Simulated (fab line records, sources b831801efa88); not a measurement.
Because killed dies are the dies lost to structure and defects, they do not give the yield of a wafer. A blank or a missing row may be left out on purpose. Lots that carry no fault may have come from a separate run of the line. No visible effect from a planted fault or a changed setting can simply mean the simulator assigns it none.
Which tool is to blame? -- flow sky130 -- Sampling: 12 lots, 36 wafers, 5 of 708 route steps

== WHAT EACH GAUGE READ, for each wafer ==
The record holds no reading of a measuring or inspecting step that can be judged against a usual standard deviation.

== EACH LOT AND THE TOOL THAT RAN IT (in order: tool; ch and the chambers of the sampled wafers; start) ==
lot,SKY_FIELD_ISO_STRIP_16,SKY_FIELD_ISO_ETCH_17,SKY_PWDE_STRIP_09,SKY_VT_ADJUST_LVTN_STRIP_09,SKY_PAD_OPEN_PROBE_99
L154,"plasma-asher-04 ch 0,1, day 2 09:29","rie-si-02 ch 0,1,2, day 2 09:34","plasma-asher-02 ch 0,1, day 3 23:16","plasma-asher-04 ch 0,1, day 7 01:25",-
L156,"plasma-asher-02 ch 0,1, day 2 20:49","rie-si-01 ch 0,1, day 2 20:55","plasma-asher-01 ch 0, day 4 16:40","plasma-asher-04 ch 0,1, day 7 20:16",-
L157,"plasma-asher-02 ch 0,1, day 3 01:35","rie-si-02 ch 2,3, day 3 01:40","plasma-asher-01 ch 0,1, day 4 22:59","plasma-asher-03 ch 0,1, day 8 05:43",-
L159,"plasma-asher-02 ch 0,1, day 3 11:46","rie-si-02 ch 0,2, day 3 11:52","plasma-asher-01 ch 0,1, day 5 08:49","plasma-asher-03 ch 0,1, day 8 16:26",-
L161,"plasma-asher-04 ch 0,1, day 4 00:16","rie-si-01 ch 1,2,3, day 4 00:22",-,-,"prober-01, day 47 20:31"
L162,"plasma-asher-02 ch 0,1, day 4 06:00","rie-si-02 ch 0,3, day 4 06:04",-,-,"prober-02, day 47 22:55"
L163,"plasma-asher-04 ch 0,1, day 4 09:52","rie-si-02 ch 1,2,3, day 4 09:58",-,-,"prober-01, day 48 15:19"
L165,"plasma-asher-04 ch 0,1, day 4 19:34","rie-si-02 ch 0,2, day 4 19:40","plasma-asher-01 ch 0,1, day 6 15:41","plasma-asher-04 ch 0,1, day 10 04:22",-
L171,"plasma-asher-04 ch 0,1, day 6 02:46","rie-si-01 ch 1,2,3, day 6 02:52","plasma-asher-02 ch 0,1, day 8 00:41","plasma-asher-01 ch 0,1, day 11 16:50","prober-02, day 49 22:35"
L173,"plasma-asher-04 ch 0,1, day 6 13:35","rie-si-01 ch 2,3, day 6 13:40","plasma-asher-01 ch 0,1, day 8 13:59","plasma-asher-03 ch 0,1, day 12 09:23",-
L174,"plasma-asher-02 ch 0,1, day 6 19:25","rie-si-02 ch 0,1,3, day 6 19:31","plasma-asher-02 ch 0,1, day 8 19:26","plasma-asher-04 ch 0,1, day 12 15:14",-
L175,"plasma-asher-02 ch 0,1, day 6 23:04","rie-si-01 ch 1,2,3, day 6 23:10","plasma-asher-01 ch 0,1, day 8 21:50","plasma-asher-04 ch 0,1, day 12 18:01",-
- SKY_FIELD_ISO_STRIP_16: strips in O2/N2.
- SKY_FIELD_ISO_ETCH_17: etches Si in HBr/Cl2/O2, target depth 342 nm, time 97.7 s.
- SKY_PWDE_STRIP_09: strips in O2/N2.
- SKY_VT_ADJUST_LVTN_STRIP_09: strips in O2/N2.
- SKY_PAD_OPEN_PROBE_99

== AS READ BY THE TOOLS THEMSELVES (means over the sampled wafers that have a number; for cases with no such wafer, the mark the record gives instead) ==
SKY_FIELD_ISO_STRIP_16. Usual: chamber-pressure-mTorr 1499.7 mTorr, standard deviation 1.3; drypump-motor-current-A 5.5 A, standard deviation 0.36; oes-product-au 0.377 a.u., standard deviation 0.0044; strip-time-to-endpoint-s 3.54 s, standard deviation 0.03.
lot,tool,chamber-pressure-mTorr (mTorr),drypump-motor-current-A (A),oes-product-au (a.u.),strip-time-to-endpoint-s (s),flag
L154,plasma-asher-04,1501.0,5.8,0.379,3.55,
L156,plasma-asher-02,1499.0,5.3,0.373,3.50,
L157,plasma-asher-02,1499.3,5.4,0.373,3.54,
L159,plasma-asher-02,1499.4,5.4,0.382,3.56,
L161,plasma-asher-04,-,-,-,-,OFF
L162,plasma-asher-02,-,-,-,-,OFF
L163,plasma-asher-04,-,-,-,-,OFF
L165,plasma-asher-04,1498.7,6.0,0.379,3.50,
L171,plasma-asher-04,1501.4,5.8,0.374,3.57,
L173,plasma-asher-04,1500.5,5.8,0.375,3.49,
L174,plasma-asher-02,1499.3,5.3,0.378,3.57,
L175,plasma-asher-02,1499.7,5.3,0.376,3.52,

SKY_FIELD_ISO_ETCH_17. Usual: drypump-motor-current-A 6.0 A, standard deviation 0.34; mfc-cl2-sccm 39.99 sccm, standard deviation 0.11; oes-product-au 1.002 a.u., standard deviation 0.0088; throttle-valve-pct 25.656 %, standard deviation 0.01.
lot,tool,drypump-motor-current-A (A),mfc-cl2-sccm (sccm),oes-product-au (a.u.),throttle-valve-pct (%),flag
L154,rie-si-02,6.0,39.95,1.001,25.650,
L156,rie-si-01,5.9,40.06,1.004,25.656,
L157,rie-si-02,6.2,40.00,0.990,25.654,
L159,rie-si-02,6.1,40.01,0.997,25.659,
L161,rie-si-01,5.8,40.00,1.007,25.655,
L162,rie-si-02,6.0,39.96,0.997,25.655,
L163,rie-si-02,6.1,39.97,0.999,25.663,
L165,rie-si-02,6.1,39.81,0.997,25.657,
L171,rie-si-01,5.8,39.98,1.008,25.655,
L173,rie-si-01,5.8,40.04,1.005,25.661,
L174,rie-si-02,6.0,39.93,1.011,25.643,
L175,rie-si-01,5.7,39.99,0.996,25.659,

SKY_PWDE_STRIP_09. Usual: chamber-pressure-mTorr 1500.1 mTorr, standard deviation 1.4; drypump-motor-current-A 5.45 A, standard deviation 0.3; oes-product-au 0.722 a.u., standard deviation 0.0048; strip-time-to-endpoint-s 36.85 s, standard deviation 0.12.
lot,tool,chamber-pressure-mTorr (mTorr),drypump-motor-current-A (A),oes-product-au (a.u.),strip-time-to-endpoint-s (s),flag
L154,plasma-asher-02,1501.5,5.49,0.723,37.10,
L156,plasma-asher-01,1498.4,5.15,0.721,36.88,
L157,plasma-asher-01,1499.7,5.28,0.722,36.76,
L159,plasma-asher-01,1500.5,5.42,0.722,36.91,
L165,plasma-asher-01,1499.9,5.28,0.722,36.93,
L171,plasma-asher-02,1500.1,5.48,0.722,36.95,
L173,plasma-asher-01,1500.5,5.41,0.724,36.75,
L174,plasma-asher-02,1499.8,5.30,0.722,36.90,
L175,plasma-asher-01,1500.2,5.28,0.722,36.88,

SKY_VT_ADJUST_LVTN_STRIP_09. Usual: chamber-pressure-mTorr 1500.1 mTorr, standard deviation 1.4; drypump-motor-current-A 5.5 A, standard deviation 0.39; oes-product-au 0.722 a.u., standard deviation 0.0046; strip-time-to-endpoint-s 36.88 s, standard deviation 0.11.
lot,tool,chamber-pressure-mTorr (mTorr),drypump-motor-current-A (A),oes-product-au (a.u.),strip-time-to-endpoint-s (s),flag
L154,plasma-asher-04,1500.4,6.0,0.722,36.78,
L156,plasma-asher-04,1499.0,6.0,0.726,37.04,
L157,plasma-asher-03,1501.2,5.1,0.723,37.00,
L159,plasma-asher-03,1499.9,5.1,0.723,36.81,
L165,plasma-asher-04,1500.7,6.0,0.721,36.77,
L171,plasma-asher-01,1500.7,5.3,0.721,36.76,
L173,plasma-asher-03,1500.0,5.3,0.721,36.82,
L174,plasma-asher-04,1499.3,6.0,0.722,36.95,
L175,plasma-asher-04,1501.2,5.8,0.720,37.00,

SKY_PAD_OPEN_PROBE_99. Usual: killed_at_M0_to_M3 43, standard deviation 6.5; killed_at_M4_up 3.5, standard deviation 1.9; killed-at-contacts 24, standard deviation 5.4; killed-at-front-end 16, standard deviation 4.8; killed-at-other 0.4, standard deviation 0.64; killed-dies 87, standard deviation 9.4; killed-on-rim 18, standard deviation 4.1; killed-open 47, standard deviation 7; killed-short 40, standard deviation 6.3.
lot,tool,killed_at_M0_to_M3,killed_at_M4_up,killed-at-contacts,killed-at-front-end,killed-at-other,killed-dies,killed-on-rim,killed-open,killed-short,flag
L161,prober-01,54,2.7,29,407,0.0,492,96,56,47,OFF
L162,prober-02,49,1.7,26,414,0.7,492,96,52,47,OFF
L163,prober-01,43,4.0,27,417,0.7,492,96,44,41,OFF
L171,prober-02,44,2.3,22,16,0.0,84,17,46,36,

== THE ANSWER, worked out from the rows above alone ==
Rule: a lot is off if the mean of its wafers that have a number lies more than 3 standard deviations from the usual mean. Also off: a lot with no number at a reading for which 4 or more lots have one. Any other lot the step has rows for is counted as sound. The gauges are gone through in route order, then the tools' own readings, and for those a lot's mean is taken as printed above. At the first step where some lot is off, the reading lying furthest off is the one used; lots without a number count as furthest.
Off: L161, L162, L163 (SKY_FIELD_ISO_STRIP_16, chamber-pressure-mTorr). Without a number there: L161, L162, L163.
A tool fits if, at that step or a process step before it, it ran every lot that is off, and no sound lot after the first of them. No candidate that was tried fits.

== WHAT HAD BEEN PUT IN BY THE SIMULATOR ==
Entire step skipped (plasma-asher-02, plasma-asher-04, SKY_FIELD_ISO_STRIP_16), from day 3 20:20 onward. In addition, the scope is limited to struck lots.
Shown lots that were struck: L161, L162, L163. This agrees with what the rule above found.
